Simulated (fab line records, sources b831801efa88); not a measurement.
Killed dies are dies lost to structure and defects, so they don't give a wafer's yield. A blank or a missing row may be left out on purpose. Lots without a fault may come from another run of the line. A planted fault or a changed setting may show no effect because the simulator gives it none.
Chamber matching | flow gf180mcu | GF_STI_WET_ETCH_20 on wet_bench-01: 3 sister chambers
The step etches SiO2 in dHF, target depth 20 nm, time 400 s. 6 wafers are shown with their chamber, then 4 later ones without.

WAFERS WITH THEIR CHAMBER
wafer  | chamber | temp_c (C)
L809.4 | 0       | 25.08
L809.5 | 0       | 24.97
L812.5 | 3       | 25.04
L812.6 | 3       | 24.95
L815.3 | 1       | 24.78
L815.4 | 1       | 24.89

WAFERS WITHOUT THEIR CHAMBER
wafer  | temp_c (C)
L815.5 | 24.82
L827.1 | 25.06
L827.3 | 25.20
L827.6 | 24.99

WHICH CHAMBER EACH WENT THROUGH
wafer  | from the rows above     | in truth
L815.5 | 1                       | 1
L827.1 | can't be placed: 0 or 3 | 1
L827.3 | can't be placed: 0 or 3 | 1
L827.6 | can't be placed: 3 or 0 | 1
Placed correctly: 1 of 4. Can't be placed from these rows: 3 (the true chamber is among the candidates in 0). Placed wrongly: 0.
How it was worked out, from the rows above alone: a wafer's distance from a chamber is the root of the sum, over the readings, of the square of ((its reading less the chamber's mean) divided by the reading's scatter). The wafer belongs to the nearest chamber; if the next one is less than 2 further off, it can't be placed. A chamber's mean is the mean of its shown wafers. The scatter: the root of (the sum of the squares of (reading less its chamber's mean) over the shown wafers, divided by (wafers less chambers)).
